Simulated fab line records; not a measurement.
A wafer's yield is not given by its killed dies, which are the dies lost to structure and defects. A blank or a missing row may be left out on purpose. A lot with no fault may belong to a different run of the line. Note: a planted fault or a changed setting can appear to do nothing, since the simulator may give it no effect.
Struck lot and sound lot, side by side | flow gf180mcu | 14 out of 602 route steps
Sound: the wafers L839.4, L839.5, L839.6. Wafers L835.1, L835.3, L835.4 were the ones struck. The cause comes at the end.
At each step with rows: each side's tool, then ch and its chambers, then its first start. Under that, the readings that differ: sound wafers | struck wafers | difference of the means | sigmas: that difference in standard deviations of wafers without a fault.
alike: readings whose means differ by less than 2 such deviations, and words and numbers that are the same on both sides. not compared: withheld readings, readings that some wafer has no value for, bounds like >300 that may hide the same value, and numbers for which the record gives no deviation and whose values overlap.
A row with sigmas, a row that says differs or no value, or rows on one side alone: a step with any of these is where the two part. Numbers that have no deviation but don't overlap get no sigmas and don't part them. Lack of a reading on every wafer of one side parts them only where that side has two or more wafers.

GF_PSD_STRIP_10: strips in O2/N2.
  sound on plasma-asher-01 ch 0,1, day 19 22:20; struck on plasma-asher-03 ch 0,1, day 18 05:44
  alike: drypump-motor-current-A, heater-power-w, oes-product-au, strip-time-to-endpoint-s
  not compared: rf-hours-counter-h
GF_PSD_TW_MEAS_11:
  sound: film-metro-03 at day 19 22:26; struck: film-metro-03 at day 18 05:50
  alike: PSD_TW
then, 1 step without rows for these wafers: GF_PSD_CLEAN_12 (cleans in SC1/SC2, time 150 s).
GF_PSD_RTA_13: time 20 s.
  sound on rtp-anneal-01 ch 0, day 19 22:33; struck on rtp-anneal-01 ch 0, day 18 05:56
  alike: lamp-power-pct, wafer_temp_C_max
GF_PSD_RS_MEAS_14: measures by four-point-probe.
  sound: film-metro-04 at day 19 22:39; struck: film-metro-04 at day 18 06:01
  alike: NSD_RS
GF_PSD_RS_MEAS_15: measures by four-point-probe.
  sound: film-metro-04 at day 19 22:46; struck: film-metro-04 at day 18 06:08
  alike: PSD_RS
GF_SAB_CVD_00: deposits SiO2 from TEOS, target thk 50 nm, time 4.9302 s.
  sound on pecvd-01 ch 0,1,2, day 19 22:50; struck on pecvd-01 ch 0,1, day 18 06:16
  alike: heater-power-outer-w, heater-power-w
GF_SAB_THK_MEAS_01:
  sound: film-metro-03 at day 19 22:53; struck: film-metro-03 at day 18 06:17
  alike: SAB_CVD_00_THK
then, 4 steps without rows for these wafers: GF_SAB_DEHYDRATE_02 (time 60 s); GF_SAB_HMDS_03 (prime time 60 s); GF_SAB_COAT_04 (resist thk 1000 nm); GF_SAB_SOFTBAKE_05 (time 60 s).
GF_SAB_EXPOSE_06: exposes mask SAB, target cd 420 nm.
  struck on iline-stepper-01, day 18 18:08; sound on iline-stepper-02 ch 0, day 20 11:12
  no value came back on the struck wafers for exposure-dose-mJ-cm2, focus-offset-nm (nm); on the sound wafers exposure-dose-mJ-cm2 reads 138.88 138.58 139.03
  alike: mask
next, for these wafers, 1 step has no rows: GF_SAB_PEB_07.

## WHERE THEY PART
Only at GF_SAB_EXPOSE_06, as far as this record shows.

WHY: the cause the simulator had injected
Entire step skipped (iline-stepper-01, GF_SAB_EXPOSE_06), from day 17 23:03 onward. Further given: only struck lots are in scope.
